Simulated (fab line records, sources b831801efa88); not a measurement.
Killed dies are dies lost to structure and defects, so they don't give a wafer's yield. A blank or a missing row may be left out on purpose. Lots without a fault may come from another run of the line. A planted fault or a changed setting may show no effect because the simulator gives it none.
A struck lot beside a sound one | flow gf180mcu | 20 steps out of a route of 602
Sound: wafers L553.1, L553.2, L553.6. Struck: wafers L559.1, L559.3, L559.6. The cause comes at the end.
At each step with rows: each side's tool, then ch and its chambers, then its first start. Under that, the readings that differ: sound wafers | struck wafers | difference of the means | sigmas: that difference in standard deviations of wafers without a fault.
alike: readings whose means differ by less than 2 such deviations, and words and numbers that are the same on both sides. not compared: withheld readings, readings that some wafer has no value for, bounds like >300 that may hide the same value, and numbers for which the record gives no deviation and whose values overlap.
The two part at a step that has a row with sigmas, a row that says differs or no value, or rows on one side only. Numbers that don't overlap but have no deviation are shown without sigmas and don't part them. A reading that every wafer of one side lacks parts them only if that side has two wafers or more.

GF_HV_LDD_RS_MEAS_53: measures by four-point-probe.
  sound on film_metro-04, day 13 19:26; struck on film_metro-01, day 15 14:25
  alike: HV_LDD_RS
then, 1 step without rows for these wafers: GF_HV_LDD_CVD_54 (deposits SiO2 from TEOS, target thk 10 nm, time 75 s).
GF_HV_LDD_THK_MEAS_55:
  sound on film_metro-03, day 13 20:37; struck on film_metro-04, day 15 15:33
  alike: HV_LDD_CVD_54_THK
then, 1 step without rows for these wafers: GF_HV_LDD_CVD_56 (deposits Si3N4 from DCS/NH3, target thk 90 nm, time 1543 s).
GF_HV_LDD_THK_MEAS_57:
  sound on film_metro-03, day 13 22:07; struck on film_metro-03, day 15 17:02
  alike: HV_LDD_CVD_56_THK
GF_HV_LDD_ETCHBACK_58: etches Si3N4 in CH3F/O2, stops on SiO2, time 100 s, target depth 90 nm.
  sound on rie_diel-01 ch 0,2,3, day 13 22:11; struck on rie_diel-03 ch 1,3, day 15 17:06
  alike: drypump_motor_current_A, oes_product_au, throttle_valve_pct
  not compared: rf_hours_counter_h
then, 6 steps without rows for these wafers: GF_NSD_DEHYDRATE_00 (time 60 s); GF_NSD_HMDS_01 (prime time 60 s); GF_NSD_COAT_02 (resist thk 1000 nm); GF_NSD_SOFTBAKE_03 (time 60 s); GF_NSD_EXPOSE_04 (exposes mask Nplus, target cd 400 nm); GF_NSD_PEB_05.
GF_NSD_DEVELOP_06: develop time 60 s.
  sound on litho_track-02 ch 0, day 14 18:51; struck on litho_track-02 ch 0, day 16 15:24
  alike: resist_line_temp_C
GF_NSD_OVL_MEAS_08:
  sound on overlay-02, day 14 19:07; struck on overlay-01, day 16 15:40
  alike: NSD_OVL
then, 2 steps without rows for these wafers: GF_NSD_IMPLANT_09; GF_NSD_IMPLANT_10.
GF_NSD_STRIP_11: strips in O2/N2.
  sound on plasma_asher-03 ch 0,1, day 14 19:27; struck on plasma_asher-04 ch 0,1, day 16 16:00
  alike: drypump_motor_current_A, heater_power_w, oes_product_au, strip_time_to_endpoint_s
  not compared: rf_hours_counter_h
GF_NSD_TW_MEAS_12:
  sound on film_metro-01, day 14 19:33; struck on film_metro-02, day 16 16:06
  reading | sound          | struck         | difference | sigmas
  NSD_TW  | 4244 4245 4240 | 1941 1997 2003 | -2263      | -69
then, 1 step without rows for these wafers: GF_PSD_DEHYDRATE_00 (time 60 s).
-- the record jumps here: 15 days lie between the struck wafers' starts before and after (it left off in module PSD and takes up again in module PASSIVATION, whose first step shown is number 602 of the route) --
GF_PASSIVATION_PROBE_99:
  the record has rows for the struck wafers here (prober-02, day 31 21:32) and none for the sound ones

WHERE THEY PART
First at GF_NSD_TW_MEAS_12; last, within this record, at GF_PASSIVATION_PROBE_99.

WHY: what the simulator had put in
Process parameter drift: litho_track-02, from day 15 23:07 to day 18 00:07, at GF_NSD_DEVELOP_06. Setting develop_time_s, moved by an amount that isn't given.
